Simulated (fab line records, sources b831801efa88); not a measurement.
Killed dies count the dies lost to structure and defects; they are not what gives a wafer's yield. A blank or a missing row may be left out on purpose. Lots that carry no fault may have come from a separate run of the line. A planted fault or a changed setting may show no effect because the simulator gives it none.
Which of the tools did it? ; flow gf180mcu ; 14 lots with 40 wafers sampled at 5 steps, on a route of 602 steps

## WHAT THE GAUGES SHOWED, per wafer
GF_MVPSD_OVL_MEAS_07.
lot;measured;on;MVPSD_OVL (nm)
L650;day 5 00:46;overlay-01;0.7 0.2 -0.2
L651;day 5 06:38;overlay-01;1.4 -0.3 -0.2
L653;day 5 20:16;overlay-01;-2.9 -0.5 -1.9
L654;day 6 01:34;overlay-01;0.0 -0.5 -1.0
L655;day 6 07:28;overlay-02;1.7 0.5 3.2
L656;day 6 15:13;overlay-02;-2.6 -1.1 -1.5
L657;day 6 20:34;overlay-02;1.1 1.2 0.3
L658;day 6 23:58;overlay-02;1.0 0.2 0.9
L659;day 7 05:46;overlay-01;0.3 -2.2 -1.4
L660;day 7 10:43;overlay-01;-0.5 1.9 0.2
L661;day 7 20:34;overlay-02;0.5 0.5 0.7
L667;day 9 04:03;overlay-02;2.5 2.5
L670;day 10 02:42;overlay-02;0.7 0.1
L672;day 10 10:31;overlay-01;-1.4 -1.1 -1.2

GF_VT_IMPLANT_TW_MEAS_10.
lot;measured;on;VT_IMPLANT_TW
L650;day 5 15:19;film-metro-03;560 560 560
L651;day 5 20:53;film-metro-04;571 569 568
L653;day 6 12:04;film-metro-04;569 565 566
L654;day 6 16:36;film-metro-03;557 556 558
L655;day 6 23:39;film-metro-01;567 565 568
L656;day 7 08:04;film-metro-03;561 559 565
L657;day 7 12:33;film-metro-01;566 567 565
L658;day 7 16:00;film-metro-04;565 567 566
L659;day 7 21:49;film-metro-04;566 568 567
L660;day 8 03:13;film-metro-03;557 560 560
L661;day 8 12:55;film-metro-04;566 566 569
L667;day 9 22:14;film-metro-04;565 562
L670;day 10 21:28;film-metro-03;559 558
L672;day 11 04:59;film-metro-04;569 569 568

GF_VT_IMPLANT_TW_MEAS_32.
lot;measured;on;VT_IMPLANT_3_TW
L650;day 6 21:27;film-metro-04;266.4 269.6 269.1
L651;day 7 03:43;film-metro-03;268.3 266.7 267.8
L653;day 7 18:51;film-metro-03;267.3 267.5 268.0
L654;day 8 01:17;film-metro-01;268.9 267.6 270.6
L655;day 8 08:04;film-metro-04;270.8 271.2 270.9
L656;day 8 16:43;film-metro-03;266.5 266.1 267.0
L657;day 8 20:47;film-metro-01;267.6 269.2 268.4
L658;day 9 00:37;film-metro-01;270.2 269.8 269.0
L659;day 9 05:43;film-metro-04;269.3 268.7 269.3
L660;day 9 11:42;film-metro-04;269.5 268.4 267.5
L661;day 9 22:37;film-metro-04;269.8 268.4 268.9
L667;day 11 10:33;film-metro-04;271.0 262.9
L670;day 12 11:10;film-metro-01;268.4 261.3
L672;day 12 18:01;film-metro-01;269.0 270.4 270.5

## EACH LOT AND THE TOOL THAT RAN IT (in order: tool; ch and the chambers of the sampled wafers; start)
lot;GF_VT_IMPLANT_STRIP_09;GF_VT_IMPLANT_IMPLANT_30
L650;plasma-asher-02 ch 0,1, day 5 15:13;implanter-03 ch 0, day 6 21:12
L651;plasma-asher-04 ch 0,1, day 5 20:47;implanter-02 ch 0, day 7 03:30
L653;plasma-asher-02 ch 1, day 6 11:58;implanter-03 ch 0, day 7 18:36
L654;plasma-asher-02 ch 0, day 6 16:30;implanter-02 ch 0, day 8 01:02
L655;plasma-asher-03 ch 1, day 6 23:33;implanter-03 ch 0, day 8 07:49
L656;plasma-asher-03 ch 0,1, day 7 07:58;implanter-03 ch 0, day 8 16:29
L657;plasma-asher-04 ch 0,1, day 7 12:27;implanter-02 ch 0, day 8 20:32
L658;plasma-asher-03 ch 0, day 7 15:54;implanter-04 ch 0, day 9 00:23
L659;plasma-asher-03 ch 0,1, day 7 21:43;implanter-02 ch 0, day 9 05:29
L660;plasma-asher-02 ch 0,1, day 8 03:07;implanter-02 ch 0, day 9 11:27
L661;plasma-asher-04 ch 0,1, day 8 12:49;implanter-02 ch 0, day 9 22:22
L667;plasma-asher-02 ch 0,1, day 9 22:08;implanter-02 ch 0, day 11 10:18
L670;plasma-asher-02 ch 0, day 10 21:22;implanter-02 ch 0, day 12 10:55
L672;plasma-asher-04 ch 0,1, day 11 04:53;implanter-04 ch 0, day 12 17:46
- GF_VT_IMPLANT_STRIP_09: strips in O2/N2.
- GF_VT_IMPLANT_IMPLANT_30

## WHAT THE TOOLS THEMSELVES READ (means of the sampled wafers that have a number; where no wafer has one, the mark that the record gives instead)
GF_VT_IMPLANT_STRIP_09.
lot;tool;drypump-motor-current-A (A);heater-power-w (W);oes-product-au (a.u.);strip-time-to-endpoint-s (s)
L650;plasma-asher-02;6.0;322;0.715;12.68
L651;plasma-asher-04;5.9;320;0.714;12.65
L653;plasma-asher-02;5.7;316;0.717;12.65
L654;plasma-asher-02;6.5;329;0.715;12.62
L655;plasma-asher-03;5.9;289;0.714;12.63
L656;plasma-asher-03;5.8;286;0.716;12.57
L657;plasma-asher-04;5.9;324;0.718;12.65
L658;plasma-asher-03;5.8;278;0.718;12.72
L659;plasma-asher-03;5.9;288;0.717;12.63
L660;plasma-asher-02;6.2;322;0.713;12.63
L661;plasma-asher-04;5.7;306;0.711;12.59
L667;plasma-asher-02;6.1;322;0.719;12.68
L670;plasma-asher-02;6.5;330;0.711;12.64
L672;plasma-asher-04;5.9;323;0.716;12.65

## THE ANSWER, worked out from the rows above alone
Rule: what is usual is taken from the lots themselves. The widest of any qualifying gaps counts: lots, ordered by their means at a reading, are off when they make up no more than a third of the lots, leave a main group of 4 or more, and stand apart from it by 3 or more times the standard deviation of that group's means. If all means in a main group match to the digits the tables above print for the reading, that group is not used. Also off: a lot with no number at a reading for which 4 or more lots have one. The other lots that the step has rows for count as sound. First the gauges in route order, then the tools' own readings, where a lot's mean is used as printed above. At the first step where some lot is off, the reading lying furthest off is the one used; lots without a number count as furthest.
None of the lots is off at any reading shown; this tells nothing.

## WHAT THE SIMULATOR HAD PUT IN
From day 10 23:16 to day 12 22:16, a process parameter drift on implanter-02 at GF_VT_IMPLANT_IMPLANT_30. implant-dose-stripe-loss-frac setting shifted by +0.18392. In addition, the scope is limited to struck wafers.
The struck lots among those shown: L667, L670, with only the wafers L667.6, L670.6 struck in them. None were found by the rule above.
